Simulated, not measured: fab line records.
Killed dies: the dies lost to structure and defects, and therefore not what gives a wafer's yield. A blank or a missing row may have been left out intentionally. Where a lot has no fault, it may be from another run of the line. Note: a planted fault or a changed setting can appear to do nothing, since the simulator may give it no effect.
fab line records	flow sky130
record: lots: 5	wafers: 15	last_day: 50
route steps=708 shown LDD_HVN@270 LDD_HVP@278 LDD_LDN@289
lots untouched by any fault: they come from a run of this same line in which no faults occurred
start_h: the number of hours between the record's first day and the start of the first shown wafer of the lot	wait_h: hours since the lot's step before	" repeats the value in the row above	L1.1+2: a single row standing in for several wafers	- no value present, or no start provided	* or withheld: withheld	< > ~ a bound
route shown NAME@n: NAME is a module with steps in the file, n the number in the route of the first one	usual: mean/standard deviation of fault-free wafers	same: alike in all rows	chamber/n: place in a boat	sites: per-site readings	_std_site: their standard deviation	_edge_site: outer sites' mean less inner sites'	radius_mm: for every site, how far away it sits from the centre of the wafer	mask NAME#n: copy n	behind: the most recent tool/chamber to have shaped the wafer	hold: cause of the lot's hold/its duration in hours/its outcome	device: transistor that didn't switch, given as n, p or np	end of line: the tests these same wafers got at the end of their route	where a step has no rows: the recipe by itself	killed: count of dies lost to structure and defects at first sort (not the wafer's yield)	map: per-die view of a wafer (x killed, . not killed, _ where there is no die)
set.NAME: the run value of the setting; set.NAME@STEP: its run value at that earlier step	model.NAME: the simulator's own value behind a step, which no gauge read
lots at selected steps of the route; one table per step, one row per wafer
services: when a tool's chamber went out of use (start_h, in hours from the record's first day, below 0 if earlier), for how many hours, and the reason
== steps ==
step: SKY_LDD_HVN_SOFTBAKE_03
recipe: temp_c: 90	time_s: 60	resist: NOVOLAK
step: SKY_LDD_HVN_EXPOSE_04
recipe: mask_id: HVNTM	na: 0.6	source_shape: conventional	sigma_outer: 0.6	polarization: unpolarized	target_cd_nm: 700	dose_mj: 127
step: SKY_LDD_HVN_PEB_05
recipe: temp_c: withheld	time_s: *	resist: NOVOLAK
step: SKY_LDD_HVN_DEVELOP_06
recipe: resist: NOVOLAK	developer: TMAH	develop_time_s: 60	dev_temp_c: 23
step: SKY_LDD_HVN_OVL_MEAS_07
usual: LDD_HVN_OVL: -0.1/1.4
lot.wafer	tool	chamber	start_h	wait_h	LDD_HVN_OVL[nm]
L157.2	overlay-02	-	514.87	0.1	-2.0
L157.3	"	-	"	"	-1.1
L157.5	"	-	"	"	-1.0
L158.2	overlay-01	-	526.17	0.1	0.7
L158.4	"	-	"	"	1.7
L158.5	"	-	"	"	1.2
L167.1	overlay-01	-	600.81	0.1	-0.7
L167.4	"	-	"	"	-1.2
L167.6	"	-	"	"	0.7
L172.3	overlay-01	-	637.04	0.1	-1.7
L172.4	"	-	"	"	0.6
L172.5	"	-	"	"	0.1
L173.3	overlay-01	-	652.34	0.1	-0.5
L173.4	"	-	"	"	1.9
L173.5	"	-	"	"	2.1
step: SKY_LDD_HVN_IMPLANT_08
recipe: species: P	energy_kev: 61.05	dose_cm2: 3e+13	tilt_deg: 40
step: SKY_LDD_HVN_STRIP_09
recipe: chemistry: O2/N2	power_w: 1400	pressure_mtorr: 1500	platen_temp_c: withheld	o2_flow_sccm: 3000	n2_flow_sccm: 300	overash_fraction: 0.5
usual: drypump_motor_current_A: 5.6/0.34	o2_flow_sccm: 3001/8.6	oes_product_au: 0.408/0.0045	strip_time_to_endpoint_s: 4.135/0.014
lot.wafer	tool	chamber	start_h	wait_h	drypump_motor_current_A	o2_flow_sccm	oes_product_au	rf_hours_counter_h	strip_time_to_endpoint_s
L157.2	plasma_asher-02	0	515.05	0.1	5.9	3002	0.401	69	4.121
L157.3	"	0	"	"	5.9	3009	0.413	-	4.139
L157.5	"	1	"	"	5.5	3011	0.409	-	4.147
L158.2	plasma_asher-01	0	526.35	0.1	5.2	2998	0.407	11	4.154
L158.4	"	1	"	"	5.2	3007	0.413	-	4.153
L158.5	"	0	"	"	5.2	3018	0.399	-	4.140
L167.1	plasma_asher-04	0	601.00	0.1	6.1	3007	0.414	85	4.127
L167.4	"	1	"	"	6.1	3000	0.410	-	4.133
L167.6	"	1	"	"	6.1	2989	0.413	-	4.128
L172.3	plasma_asher-04	1	637.25	0.1	6.0	2992	0.412	-	4.138
L172.4	"	0	"	"	6.1	3009	0.410	-	4.135
L172.5	"	1	"	"	6.0	2985	0.406	-	4.140
L173.3	plasma_asher-02	1	652.55	0.1	5.5	3009	0.403	-	4.145
L173.4	"	0	"	"	5.8	3001	0.410	-	4.142
L173.5	"	0	"	"	5.8	2999	0.410	-	4.164
step: SKY_LDD_HVN_TW_MEAS_10
usual: LDD_HVN_TW: 1460/6.7
lot.wafer	tool	chamber	start_h	wait_h	LDD_HVN_TW
L157.2	film_metro-04	-	515.16	0.1	1445
L157.3	"	-	"	"	1459
L157.5	"	-	"	"	1448
L158.2	film_metro-01	-	526.46	0.1	1466
L158.4	"	-	"	"	1459
L158.5	"	-	"	"	1467
L167.1	film_metro-04	-	601.10	0.1	1465
L167.4	"	-	"	"	1464
L167.6	"	-	"	"	1458
L172.3	film_metro-01	-	637.34	0.1	1469
L172.4	"	-	"	"	1464
L172.5	"	-	"	"	1463
L173.3	film_metro-01	-	652.64	0.1	1460
L173.4	"	-	"	"	1467
L173.5	"	-	"	"	1465
step: SKY_LDD_HVP_DEHYDRATE_00
recipe: temp_c: 200	time_s: 60
step: SKY_LDD_HVP_HMDS_01
recipe: prime_time_s: 60	prime_temp_c: 120
step: SKY_LDD_HVP_COAT_02
recipe: resist: NOVOLAK	spin_rpm: 3000	resist_thk_nm: 300
step: SKY_LDD_HVP_SOFTBAKE_03
recipe: temp_c: 90	time_s: 60	resist: NOVOLAK
step: SKY_LDD_HVP_EXPOSE_04
recipe: mask_id: HVPTM	na: 0.6	source_shape: conventional	sigma_outer: 0.6	polarization: unpolarized	target_cd_nm: 700	dose_mj: 86
usual: reticle_temp_C: 23.01/0.1
lot.wafer	tool	chamber	start_h	wait_h	mask	reticle_temp_C
L157.2	iline_stepper-02	0	529.18	-	HVPTM#0	23.15
L157.3	"	0	"	"	HVPTM#0	23.03
L157.5	"	0	"	"	HVPTM#0	23.06
L158.2	iline_stepper-01	0	542.22	-	HVNTM#0	22.97
L158.4	"	0	"	"	HVNTM#0	23.02
L158.5	"	0	"	"	HVNTM#0	23.02
L167.1	iline_stepper-01	0	615.46	-	HVPTM#0	23.08
L167.4	"	0	"	"	HVPTM#0	23.07
L167.6	"	0	"	"	HVPTM#0	23.00
L172.3	iline_stepper-01	0	650.93	-	HVPTM#0	22.81
L172.4	"	0	"	"	HVPTM#0	22.90
L172.5	"	0	"	"	HVPTM#0	23.01
L173.3	iline_stepper-02	0	667.78	-	HVPTM#0	23.21
L173.4	"	0	"	"	HVPTM#0	23.02
L173.5	"	0	"	"	HVPTM#0	23.09
step: SKY_LDD_HVP_PEB_05
recipe: temp_c: withheld	time_s: *	resist: NOVOLAK
step: SKY_LDD_HVP_DEVELOP_06
recipe: resist: NOVOLAK	developer: TMAH	develop_time_s: 60	dev_temp_c: 23
step: SKY_LDD_HVP_OVL_MEAS_07
usual: LDD_HVP_OVL: 0.0/1.3
lot.wafer	tool	chamber	start_h	wait_h	LDD_HVP_OVL[nm]
L157.2	overlay-01	-	544.73	0.1	-1.4
L157.3	"	-	"	"	-3.2
L157.5	"	-	"	"	-3.7
L158.2	overlay-01	-	556.43	0.1	-
L158.4	"	-	"	"	-
L158.5	"	-	"	"	-
L167.1	overlay-02	-	629.91	0.1	-0.4
L167.4	"	-	"	"	0.7
L167.6	"	-	"	"	0.5
L172.3	overlay-02	-	665.52	0.1	1.9
L172.4	"	-	"	"	0.4
L172.5	"	-	"	"	1.7
L173.3	overlay-01	-	680.68	0.1	0.1
L173.4	"	-	"	"	0.4
L173.5	"	-	"	"	-0.2
step: SKY_LDD_HVP_IMPLANT_08
recipe: species: B	energy_kev: 20	dose_cm2: 1.7e+13	tilt_deg: 17.9
step: SKY_LDD_HVP_STRIP_09
recipe: chemistry: O2/N2	power_w: 1400	pressure_mtorr: 1500	platen_temp_c: withheld	o2_flow_sccm: 3000	n2_flow_sccm: 300	overash_fraction: 0.5
usual: drypump_motor_current_A: 5.7/0.49	o2_flow_sccm: 3001/9.2	oes_product_au: 0.408/0.0048	strip_time_to_endpoint_s: 4.135/0.016
lot.wafer	tool	chamber	start_h	wait_h	drypump_motor_current_A	o2_flow_sccm	oes_product_au	rf_hours_counter_h	strip_time_to_endpoint_s
L157.2	plasma_asher-02	0	544.91	0.1	5.8	3002	0.409	72	4.154
L157.3	"	1	"	"	5.4	3005	0.413	-	4.171
L157.5	"	1	"	"	5.4	3004	0.417	-	4.162
L158.2	plasma_asher-03	0	556.61	0.1	5.9	2996	0.409	44	4.148
L158.4	"	0	"	"	5.9	3002	0.409	-	4.126
L158.5	"	0	"	"	5.9	2994	0.409	-	4.150
L167.1	plasma_asher-01	0	630.10	0.1	5.2	2991	0.403	22	4.152
L167.4	"	1	"	"	5.2	3009	0.406	-	4.144
L167.6	"	1	"	"	5.2	3001	0.407	-	4.138
L172.3	plasma_asher-02	1	665.73	0.1	5.5	2987	0.406	-	4.124
L172.4	"	0	"	"	5.9	2994	0.397	-	4.136
L172.5	"	0	"	"	5.8	3001	0.403	-	4.129
L173.3	plasma_asher-03	0	680.89	0.1	5.9	3000	0.414	-	4.120
L173.4	"	1	"	"	6.5	3002	0.407	-	4.131
L173.5	"	1	"	"	6.5	2991	0.405	-	4.120
step: SKY_LDD_HVP_TW_MEAS_10
usual: LDD_HVP_TW: 459/3.9
lot.wafer	tool	chamber	start_h	wait_h	LDD_HVP_TW
L157.2	film_metro-01	-	545.02	0.1	464
L157.3	"	-	"	"	465
L157.5	"	-	"	"	462
L158.2	film_metro-02	-	556.72	0.1	30
L158.4	"	-	"	"	30
L158.5	"	-	"	"	30
L167.1	film_metro-01	-	630.20	0.1	462
L167.4	"	-	"	"	460
L167.6	"	-	"	"	463
L172.3	film_metro-01	-	665.82	0.1	465
L172.4	"	-	"	"	463
L172.5	"	-	"	"	463
L173.3	film_metro-02	-	680.98	0.1	459
L173.4	"	-	"	"	458
L173.5	"	-	"	"	459
step: SKY_LDD_LDN_DEHYDRATE_00
recipe: temp_c: 200	time_s: 60
== services ==
tool	chamber	start_h	hours	kind
plasma_asher-04	-	493.44	28.1	pm
iline_stepper-02	0	521.42	-	calibration
iline_stepper-01	0	555.23	-	calibration
plasma_asher-01	-	565.73	2.4	repair
plasma_asher-03	-	584.37	3.5	repair
plasma_asher-02	-	599.76	0.6	repair
plasma_asher-02	-	617.27	24.5	repair
iline_stepper-02	-	633.14	1.7	pm
iline_stepper-01	-	676.18	8.9	pm
plasma_asher-01	-	679.05	14.7	repair
== key ==
first_sign: step: SKY_LDD_HVP_EXPOSE_04	reading: mask	direction: changed
effect: step: SKY_LDD_HVP_OVL_MEAS_07	reading: LDD_HVP_OVL	direction: missing
effect: step: SKY_LDD_HVP_TW_MEAS_10	reading: LDD_HVP_TW	direction: down	sigmas: 99+	usual: 459	struck: 30
met_at SKY_LDD_HVP_EXPOSE_04
struck_wafers L158.2,L158.4,L158.5
sort_left_out L158.2,L158.4,L158.5
tester_left_out L158
fault: kind: wrong_mask	tool: any	chamber: -	onset_h: 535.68	steps: SKY_LDD_HVP_EXPOSE_04	aux_copy: HVNTM#0	scope: struck_lots_only
tester_left_out: of these lots the tester's yield and bins aren't shown, on N5 and GAA mostly nor the transistor test; their killed dies are dies lost to structure and defects alone, not to doping, threshold or leakage, so they don't give the yield
sort_left_out: the simulated sort isn't trusted on such a fault, so these wafers' sort isn't shown, and their yield isn't known
